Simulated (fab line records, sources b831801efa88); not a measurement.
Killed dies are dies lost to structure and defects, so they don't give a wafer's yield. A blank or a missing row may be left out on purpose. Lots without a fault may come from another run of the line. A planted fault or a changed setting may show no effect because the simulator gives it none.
fab line records | flow gf180mcu
record lots=15 wafers=45 last_day=34
route steps=602 shown V3@454 M4@470 V4@478
lots that met no fault: from a run of the same line without faults
start_h: hours from the record's first day to the start of the lot's first wafer shown | wait_h: hours since the lot's step before | " the same as in the row above | L1.1+2: a row that stands for several wafers | - no value, or no start given | * or withheld: withheld | < > ~ a bound
route shown NAME@n: a module of which the file shows steps, and the number in the route of the first | usual: mean/standard deviation of fault-free wafers | same: alike in all rows | chamber/n: place in a boat | sites: the reading at each site | _std_site: their standard deviation | _edge_site: outer sites' mean less inner sites' | radius_mm: how far each site lies from the wafer's centre | mask NAME#n: copy n | behind: the tool/chamber that last shaped the wafer | hold: why the lot was held/for how many hours/how that ended | device: the transistor (n, p or np) that didn't switch | end of line: the same wafers' tests at the end of the route | a step without rows: its recipe alone | killed: dies lost to structure and defects at the first sort, not the wafer's yield | map: a wafer's dies, x killed, . not, _ none there
set.NAME: the setting as run; set.NAME@STEP: as run at that earlier step | model.NAME: the simulator's own value behind a step, which no gauge read
steps of the route over a sample of lots; a table a step, a row a wafer
services: from which hour (start_h, from the record's first day; less than 0 if before it) a tool's chamber was out of use, for how many hours, and why
## steps
# step GF_V3_THK_MEAS_25
# recipe thk_meas_gauge=xrf reads=W_of_V3_CVD_23
# usual V3_W_THK=334/4.8
# columns lot.wafer tool chamber start_h wait_h V3_W_THK[nm]
L747.1 film_metro-04 - 544.99 0.1 339
L747.5 " - " " 339
L747.6 " - " " 341
L748.1 film_metro-04 - 555.59 0.1 336
L748.3 " - " " 336
L748.6 " - " " 336
L749.2 film_metro-03 - 562.70 0.1 337
L749.3 " - " " 333
L749.4 " - " " 333
L750.1 film_metro-03 - 569.37 0.1 334
L750.2 " - " " 338
L750.3 " - " " 335
L751.1 film_metro-04 - 582.75 0.1 336
L751.4 " - " " 331
L751.5 " - " " 331
L758.3 film_metro-04 - 635.17 0.1 330
L758.4 " - " " 334
L758.6 " - " " 327
L759.1 film_metro-03 - 640.27 0.1 338
L759.4 " - " " 338
L759.6 " - " " 339
L760.2 film_metro-01 - 647.62 0.1 330
L760.4 " - " " 331
L760.6 " - " " 329
L761.2 film_metro-04 - 656.17 0.1 324
L761.3 " - " " 324
L761.4 " - " " 320
L763.1 film_metro-01 - 667.35 0.1 332
L763.5 " - " " 336
L763.6 " - " " 337
L764.1 film_metro-03 - 675.50 0.1 334
L764.2 " - " " 336
L764.5 " - " " 336
L765.2 film_metro-03 - 682.49 0.1 333
L765.4 " - " " 336
L765.6 " - " " 333
L766.1 film_metro-03 - 685.38 0.1 336
L766.5 " - " " 339
L766.6 " - " " 333
L767.1 film_metro-03 - 691.49 0.1 336
L767.3 " - " " 336
L767.4 " - " " 338
L768.1 film_metro-01 - 698.87 0.1 329
L768.5 " - " " 332
L768.6 " - " " 333
# step GF_M4_CD_MEAS_14
# recipe target_cd_nm=280
# usual cd_nm=279.6/1.1
# columns lot.wafer tool chamber start_h wait_h cd_nm
L747.1 cd_sem-01 - 568.54 0.1 278.8
L747.5 " - " " 279.9
L747.6 " - " " 278.8
L748.1 cd_sem-01 - 578.45 0.1 279.8
L748.3 " - " " 279.9
L748.6 " - " " 280.1
L749.2 cd_sem-02 - 585.41 0.1 279.8
L749.3 " - " " 280.3
L749.4 " - " " 280.3
L750.1 cd_sem-01 - 592.19 0.1 281.1
L750.2 " - " " 279.7
L750.3 " - " " 280.7
L751.1 cd_sem-02 - 604.64 0.1 279.3
L751.4 " - " " 278.9
L751.5 " - " " 279.4
L758.3 cd_sem-02 - 656.19 0.1 278.9
L758.4 " - " " 277.8
L758.6 " - " " 279.6
L759.1 cd_sem-02 - 661.19 0.1 281.4
L759.4 " - " " 279.3
L759.6 " - " " 281.6
L760.2 cd_sem-02 - 667.76 0.1 279.5
L760.4 " - " " 279.6
L760.6 " - " " 279.0
L761.2 cd_sem-01 - 676.71 0.1 278.8
L761.3 " - " " 279.2
L761.4 " - " " 280.0
L763.1 cd_sem-01 - 687.10 0.1 280.2
L763.5 " - " " 280.5
L763.6 " - " " 280.7
L764.1 cd_sem-01 - 695.05 0.1 279.9
L764.2 " - " " 279.2
L764.5 " - " " 279.9
L765.2 cd_sem-01 - 702.31 0.1 278.1
L765.4 " - " " 278.5
L765.6 " - " " 277.2
L766.1 cd_sem-02 - 706.00 0.1 281.3
L766.5 " - " " 281.5
L766.6 " - " " 281.4
L767.1 cd_sem-01 - 710.55 0.1 280.0
L767.3 " - " " 279.8
L767.4 " - " " 278.8
L768.1 cd_sem-02 - 718.49 0.1 277.9
L768.5 " - " " 277.5
L768.6 " - " " 278.3
# step GF_V4_CVD_02
# recipe material=SiO2 target_thk_nm=850 precursor=TEOS temp_c=400 time_s=94.851 rf_w=600
# usual heater_power_w=693/130
# same time_s=94.851
# columns lot.wafer tool chamber start_h wait_h heater_power_w
L747.1 pecvd-02 2 569.85 0.1 915
L747.5 " 1 " " 555
L747.6 " 0 " " 595
L748.1 pecvd-03 2 579.83 0.1 607
L748.3 " 0 " " 734
L748.6 " 0 " " 773
L749.2 pecvd-01 1 586.67 0.0 763
L749.3 " 2 " " 758
L749.4 " 2 " " 587
L750.1 pecvd-02 1 593.47 0.1 672
L750.2 " 2 " " 1006
L750.3 " 2 " " 1038
L751.1 pecvd-03 1 605.57 0.1 606
L751.4 " 1 " " 648
L751.5 " 2 " " 690
L758.3 pecvd-02 0 657.21 0.0 592
L758.4 " 2 " " 1018
L758.6 " 0 " " 619
L759.1 pecvd-03 2 662.53 0.1 634
L759.4 " 2 " " 690
L759.6 " 0 " " 721
L760.2 pecvd-02 2 669.02 0.0 980
L760.4 " 1 " " 537
L760.6 " 0 " " 590
L761.2 pecvd-02 1 677.66 0.0 553
L761.3 " 2 " " 1036
L761.4 " 1 " " 626
L763.1 pecvd-02 2 688.07 0.1 998
L763.5 " 2 " " 1015
L763.6 " 0 " " 580
L764.1 pecvd-02 0 695.98 0.1 572
L764.2 " 2 " " 957
L764.5 " 2 " " 996
L765.2 pecvd-03 2 703.22 0.0 717
L765.4 " 0 " " 705
L765.6 " 1 " " 521
L766.1 pecvd-03 2 706.93 0.1 697
L766.5 " 1 " " 515
L766.6 " 2 " " 714
L767.1 pecvd-03 1 711.48 0.1 626
L767.3 " 0 " " 656
L767.4 " 1 " " 515
L768.1 pecvd-02 2 719.76 0.1 887
L768.5 " 2 " " 990
L768.6 " 0 " " 508
# step GF_V4_EXPOSE_11
# recipe mask_id=Via4 target_cd_nm=260 na=0.68 source_shape=conventional sigma_outer=0.6 dose_mj=37.24
# usual exposure_dose_mJ_cm2=37.99/0.036 focus_offset_nm=-0.1/0.69
# columns lot.wafer tool chamber start_h wait_h mask exposure_dose_mJ_cm2 focus_offset_nm
L747.1 krf_scanner-02 0 581.57 - Via4#0 37.99 -1.0
L747.5 " 0 " " Via4#0 37.99 -0.5
L747.6 " 0 " " Via4#0 38.01 1.0
L748.1 krf_scanner-02 0 591.08 - Via4#0 37.98 0.7
L748.3 " 0 " " Via4#0 38.03 -0.3
L748.6 " 0 " " Via4#0 38.01 -0.5
L749.2 krf_scanner-02 - 597.91 - Via4#0 - -
L749.3 " - " " Via4#0 - -
L749.4 " - " " Via4#0 - -
L750.1 krf_scanner-02 - 604.83 - Via4#0 - -
L750.2 " - " " Via4#0 - -
L750.3 " - " " Via4#0 - -
L751.1 krf_scanner-01 - 616.35 - Via4#0 - -
L751.4 " - " " Via4#0 - -
L751.5 " - " " Via4#0 - -
L758.3 krf_scanner-01 0 667.55 - Via4#0 38.07 -0.4
L758.4 " 0 " " Via4#0 38.07 0.1
L758.6 " 0 " " Via4#0 37.98 -0.4
L759.1 krf_scanner-01 0 673.03 - Via4#0 38.03 -0.5
L759.4 " 0 " " Via4#0 38.01 -0.4
L759.6 " 0 " " Via4#0 38.01 -0.5
L760.2 krf_scanner-01 0 679.36 - Via4#0 37.96 -0.2
L760.4 " 0 " " Via4#0 37.96 -0.7
L760.6 " 0 " " Via4#0 37.94 1.3
L761.2 krf_scanner-02 0 687.84 - Via4#0 37.93 0.2
L761.3 " 0 " " Via4#0 37.98 0.5
L761.4 " 0 " " Via4#0 37.90 -0.4
L763.1 krf_scanner-01 0 698.71 - Via4#0 37.95 0.5
L763.5 " 0 " " Via4#0 37.98 0.5
L763.6 " 0 " " Via4#0 38.02 0.1
L764.1 krf_scanner-02 0 706.56 - Via4#0 37.97 -1.0
L764.2 " 0 " " Via4#0 37.92 -0.1
L764.5 " 0 " " Via4#0 37.96 0.9
L765.2 krf_scanner-01 0 713.82 - Via4#0 37.94 -1.2
L765.4 " 0 " " Via4#0 37.96 -0.6
L765.6 " 0 " " Via4#0 38.01 -0.5
L766.1 krf_scanner-02 0 716.92 - Via4#0 38.02 -0.1
L766.5 " 0 " " Via4#0 37.97 0.5
L766.6 " 0 " " Via4#0 38.01 0.4
L767.1 krf_scanner-01 0 721.46 - Via4#0 37.99 0.3
L767.3 " 0 " " Via4#0 37.99 -0.2
L767.4 " 0 " " Via4#0 38.02 -1.4
L768.1 krf_scanner-01 0 729.23 - Via4#0 37.95 -1.4
L768.5 " 0 " " Via4#0 37.94 -1.9
L768.6 " 0 " " Via4#0 37.91 -1.2
## services
# columns tool chamber start_h hours kind
krf_scanner-02 - 547.84 4.4 pm
krf_scanner-02 - 552.88 0.8 pm
krf_scanner-02 - 554.19 3.6 pm
krf_scanner-02 - 557.74 1.0 pm
krf_scanner-02 0 574.33 - calibration
krf_scanner-02 - 576.03 1.3 pm
pecvd-02 0 588.74 19.3 repair
pecvd-03 - 591.12 14.0 pm
pecvd-03 0 591.12 14.0 vent_cycle
pecvd-03 1 591.12 14.0 vent_cycle
pecvd-03 2 591.12 14.0 vent_cycle
krf_scanner-01 - 603.32 1.0 pm
pecvd-03 0 605.12 - clean
pecvd-03 1 605.12 - clean
krf_scanner-01 0 611.56 - calibration
krf_scanner-01 - 617.84 0.8 pm
krf_scanner-01 - 628.61 1.3 pm
krf_scanner-01 - 640.89 0.5 repair
pecvd-03 - 644.97 16.2 repair
krf_scanner-02 - 669.14 11.6 pm
krf_scanner-01 - 699.79 1.5 pm
krf_scanner-01 - 706.83 2.0 repair
krf_scanner-02 - 721.74 0.8 pm
krf_scanner-02 - 724.01 1.0 pm
## key
first_sign step=GF_V4_EXPOSE_11 reading=tool_record direction=missing
effect none on later readings
met_at GF_V4_EXPOSE_11
struck_lots L749,L750,L751
later_rows_left_out L749.2,L749.3,L749.4,L750.1,L750.2,L750.3,L751.1,L751.4,L751.5
sort_left_out L749.2,L749.3,L749.4,L750.1,L750.2,L750.3,L751.1,L751.4,L751.5
not_acting_at GF_V3_THK_MEAS_25,GF_M4_CD_MEAS_14,GF_V4_CVD_02
onset_between 591.08 597.91
fault kind=skipped_step_whole tool=krf_scanner-01,krf_scanner-02 chamber=- onset_h=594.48 steps=GF_V4_EXPOSE_11 scope=struck_lots_only
# sort_left_out: the simulated sort isn't trusted on such a fault, so these wafers' sort isn't shown, and their yield isn't known
# later_rows_left_out: the simulator's readings of these wafers behind a module that went badly wrong aren't trusted and aren't shown, but for the sort
